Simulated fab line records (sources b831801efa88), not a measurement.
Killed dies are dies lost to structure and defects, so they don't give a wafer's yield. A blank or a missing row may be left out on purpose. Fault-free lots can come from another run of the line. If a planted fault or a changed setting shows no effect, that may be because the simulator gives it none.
Comparing a struck lot with a sound one || flow gf180mcu || 43 out of 602 route steps
Sound: these wafers, L387.3, L387.5, L387.6. Struck: wafer L375.1 (left out: L375.2, L375.3 of the same lot, which were not struck); the cause appears at the end.
For every step that has rows: the tool of each side, followed by ch and its chambers, followed by its first start. Under that, the readings that differ: sound wafers || struck wafers || difference of the means || sigmas: that difference in standard deviations of wafers without a fault.
alike: readings with means less than 2 such deviations apart, plus words and numbers identical on both sides. not compared: withheld readings, readings lacking a value on some wafer, bounds such as >300 that could conceal the same value, and numbers that have no deviation in the record and whose values overlap.
Wherever a step has rows on one side only, a row that says differs or no value, or a row with sigmas, the two part there. Non-overlapping numbers with no deviation appear without sigmas and do not part them. A reading missing from all wafers of one side parts the sides only when that side holds two or more wafers.

first, 1 step without rows for these wafers: GF_STI_OXIDATION_01 (stabilise 600 s, purge 300 s, target thk 10 nm).
GF_STI_THK_MEAS_02:
  sound on filmMetro-03 at day 5 10:32; struck on filmMetro-02 at day 2 22:38
  alike: STI_OXIDATION_THK
then, 1 step without rows for these wafers: GF_STI_CVD_03 (deposits Si3N4 from DCS/NH3, target thk 207.16 nm, time 3551 s).
GF_STI_THK_MEAS_04:
  sound on filmMetro-04 at day 5 12:35; struck on filmMetro-03 at day 3 00:41
  alike: STI_CVD_03_THK
then, 7 steps without rows for these wafers: GF_STI_DEHYDRATE_05 (time 60 s); GF_STI_HMDS_06 (prime time 60 s); GF_STI_COAT_07 (resist thk 700 nm); GF_STI_SOFTBAKE_08 (time 60 s); GF_STI_EXPOSE_09 (exposes mask COMP, target cd 220 nm); GF_STI_PEB_10 (peb time 90 s); GF_STI_DEVELOP_11 (develop time 60 s).
GF_STI_CD_MEAS_12 targets a cd of 220 nm.
  sound on cdSem-02 at day 6 02:09; struck on cdSem-01 at day 3 13:10
  alike: cdNm
GF_STI_ETCH_13: etches the open film in CHF3/O2, stops on Si, target depth 282.31 nm, time 112.9 s.
  sound on rieDiel-03 ch 0,1, day 6 02:14; struck on rieDiel-03 ch 1, day 3 13:17
  alike: drypumpMotorCurrentA, oesProductAu, throttleValvePct
  not compared: rfHoursCounterH
GF_STI_ETCH_14: etches Si in HBr/Cl2/O2, target depth 360 nm, time 102.9 s.
  sound on rieSi-01 ch 0,2,3, day 6 02:19; struck on rieSi-01 ch 1, day 3 13:22
  alike: drypumpMotorCurrentA, oesProductAu, throttleValvePct
  not compared: rfHoursCounterH
GF_STI_STRIP_15: strips in O2/N2.
  sound on plasmaAsher-04 ch 0,1, day 6 02:25; struck on plasmaAsher-03 ch 0, day 3 13:26
{"reading": "rfHoursCounterH (h)", "sound": "- - -", "struck": 40, "difference": "no value on the sound wafers", "sigmas": ""}
  alike: drypumpMotorCurrentA, heaterPowerW, oesProductAu, stripTimeToEndpointS
then, 6 steps without rows for these wafers: GF_STI_CLEAN_16 (cleans in dHF, time 25 s); GF_STI_WET_ETCH_17 (etches Si3N4 in H3PO4, target depth 45 nm, time 514 s); GF_STI_CLEAN_18 (cleans in SC1/SC2, time 150 s); GF_STI_CLEAN_19 (cleans in dHF, time 20 s); GF_STI_WET_ETCH_20 (etches SiO2 in dHF, target depth 20 nm, time 400 s); GF_STI_OXIDATION_21 (stabilise 600 s, purge 300 s, target thk 15 nm).
GF_STI_THK_MEAS_22:
  sound on filmMetro-04 at day 6 04:00; struck on filmMetro-02 at day 3 15:01
  alike: STI_OXIDATION_01_THK
then, 1 step without rows for these wafers: GF_STI_CVD_23 (deposits SiO2, target thk 650 nm, time 108.3 s).
GF_STI_THK_MEAS_24:
  sound on filmMetro-02 at day 6 04:08; struck on filmMetro-03 at day 3 15:09
  alike: STI_CVD_23_THK
GF_STI_CMP_25: polishes, stops on Si3N4, t overpolish 33 s, target thk 524.6 nm.
  sound on cmp-01 ch 1,2, day 6 04:14; struck on cmp-02 ch 3, day 3 15:16
  alike: motorCurrentA, overpolishRunS, slurryFlowMlMin, timeToEndpointS
then, 4 steps without rows for these wafers: GF_STI_WET_ETCH_26 (etches SiO2 in dHF, target depth 94 nm, time 188 s); GF_STI_WET_ETCH_27 (etches Si3N4 in H3PO4, target depth 160 nm, time 1825 s); GF_STI_WET_ETCH_28 (etches SiO2 in dHF, target depth 20 nm, time 40 s); GF_STI_OXIDATION_29 (stabilise 600 s, purge 300 s, target thk 10 nm).
GF_STI_THK_MEAS_30:
  sound on filmMetro-02 at day 6 07:32; struck on filmMetro-02 at day 3 17:31
{"reading": "STI_OXIDATION_02_THK (nm)", "sound": "10.08 10.04 10.10", "struck": 9.57, "difference": -0.50, "sigmas": -2}
then, 8 steps without rows for these wafers: GF_DNWELL_DEHYDRATE_00 (time 60 s); GF_DNWELL_HMDS_01 (prime time 60 s); GF_DNWELL_COAT_02 (resist thk 3033 nm); GF_DNWELL_SOFTBAKE_03; GF_DNWELL_EXPOSE_04 (exposes mask DNWELL, target cd 1700 nm); GF_DNWELL_PEB_05; GF_DNWELL_DEVELOP_06 (develop time 60 s); GF_DNWELL_IMPLANT_07.
GF_DNWELL_STRIP_08: strips in O2/N2.
  sound on plasmaAsher-03 ch 0,1, day 6 22:59; struck on plasmaAsher-02 ch 0, day 4 06:35
{"reading": "rfHoursCounterH (h)", "sound": "- - -", "struck": 44, "difference": "no value on the sound wafers", "sigmas": ""}
  alike: drypumpMotorCurrentA, heaterPowerW, oesProductAu, stripTimeToEndpointS
GF_DNWELL_TW_MEAS_09:
  sound on filmMetro-04 at day 6 23:04; struck on filmMetro-02 at day 4 06:41
  alike: DNWELL_TW
then, 2 steps without rows for these wafers: GF_NWELL_DEHYDRATE_00 (time 60 s); GF_NWELL_HMDS_01 (prime time 60 s).
-- the record jumps here: 27 days lie between the struck wafers' starts before and after (it left off in module NWELL and takes up again in module PASSIVATION, whose first step shown is number 602 of the route) --
GF_PASSIVATION_PROBE_99:
  only the struck wafers here have rows in the record (prober-01, day 30 21:16); the sound ones have none

WHERE THEY PART
At GF_STI_STRIP_15 first; at GF_PASSIVATION_PROBE_99 last (within this record only).

WHY: whatever the simulator had introduced
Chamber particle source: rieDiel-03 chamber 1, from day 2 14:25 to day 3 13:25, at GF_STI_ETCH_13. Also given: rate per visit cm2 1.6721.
